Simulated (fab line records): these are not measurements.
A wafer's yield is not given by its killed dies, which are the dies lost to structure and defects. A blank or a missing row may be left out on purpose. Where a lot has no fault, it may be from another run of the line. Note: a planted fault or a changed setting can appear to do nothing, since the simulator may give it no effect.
Comparing a struck lot with a sound one	flow gf180mcu	14 out of 602 route steps
Sound: wafers L360.1, L360.3, L360.6. Wafers L371.2, L371.4, L371.5 were the ones struck. The cause is named last.
Per side, at each step with rows, come the tool, then ch with its chambers, and then its first start. Under that, the readings that differ: sound wafers	struck wafers	difference of the means	sigmas: that difference in standard deviations of wafers without a fault.
alike: readings with means less than 2 such deviations apart, plus words and numbers identical on both sides. not compared: withheld readings, readings lacking a value on some wafer, bounds such as >300 that could conceal the same value, and numbers that have no deviation in the record and whose values overlap.
Wherever a step has rows on one side only, a row that says differs or no value, or a row with sigmas, the two part there. Non-overlapping numbers with no deviation appear without sigmas and do not part them. Lack of a reading on every wafer of one side parts them only where that side has two or more wafers.

GF_V4_THK_MEAS_01:
  sound on film-metro-01, day 23 11:56; struck on film-metro-01, day 27 03:02
  alike: V4_CVD_00_THK
GF_V4_CVD_02: deposits SiO2 from TEOS, target thk 850 nm, time 94.851 s.
  sound on pecvd-04 ch 0,1, day 23 11:59; struck on pecvd-04 ch 0,1,2, day 27 03:05
  alike: heater-power-w
GF_V4_THK_MEAS_03:
  sound on film-metro-03, day 23 12:06; struck on film-metro-02, day 27 03:10
  alike: V4_CVD_02_THK
GF_V4_CMP_04: polishes SiO2.
  sound on cmp-01 ch 1,2, day 23 12:10; struck on cmp-01 ch 0,1, day 27 03:13
  alike: head-pressure-psi, motor-current-A, slurry-filter-dp-kPa, time-to-endpoint-s
GF_V4_BOW_MEAS_05:
  sound on film-metro-01, day 23 12:28; struck on film-metro-02, day 27 03:32
  alike: V4_BOW
then, 7 steps without rows for these wafers: GF_V4_DEHYDRATE_06 (time 60 s); GF_V4_HMDS_07 (prime time 60 s); GF_V4_COAT_08; GF_V4_COAT_09 (resist thk 1000 nm); GF_V4_SOFTBAKE_10 (time 60 s); GF_V4_EXPOSE_11 (exposes mask Via4, target cd 260 nm); GF_V4_PEB_12 (peb time 87.89 s).
GF_V4_DEVELOP_13: develop time 60 s.
  sound on litho-track-04 ch 0, day 24 10:24; struck on litho-track-03, day 28 00:19
  no value came back on the struck wafers for chill-plate-temp-C (C), develop-time-s (s); on the sound wafers chill-plate-temp-C (C) reads 23.06 23.05 23.08
reading	sound	struck	difference	sigmas
model.KrF_of_V4_COAT_09.thk-nm (nm)	984.1 980.8 984.5	1001 1001 1001	+18	
GF_V4_CD_MEAS_14: target cd 260 nm.
  sound on cd-sem-02, day 24 10:33; struck on cd-sem-02, day 28 00:27
reading	sound	struck	difference	sigmas
cd-nm (nm)	260.7 261.5 261.9	- - -	no value on the struck wafers	

## WHERE THEY PART
Earliest at GF_V4_DEVELOP_13; latest, in this record, at GF_V4_CD_MEAS_14.

WHY: whatever the simulator had introduced
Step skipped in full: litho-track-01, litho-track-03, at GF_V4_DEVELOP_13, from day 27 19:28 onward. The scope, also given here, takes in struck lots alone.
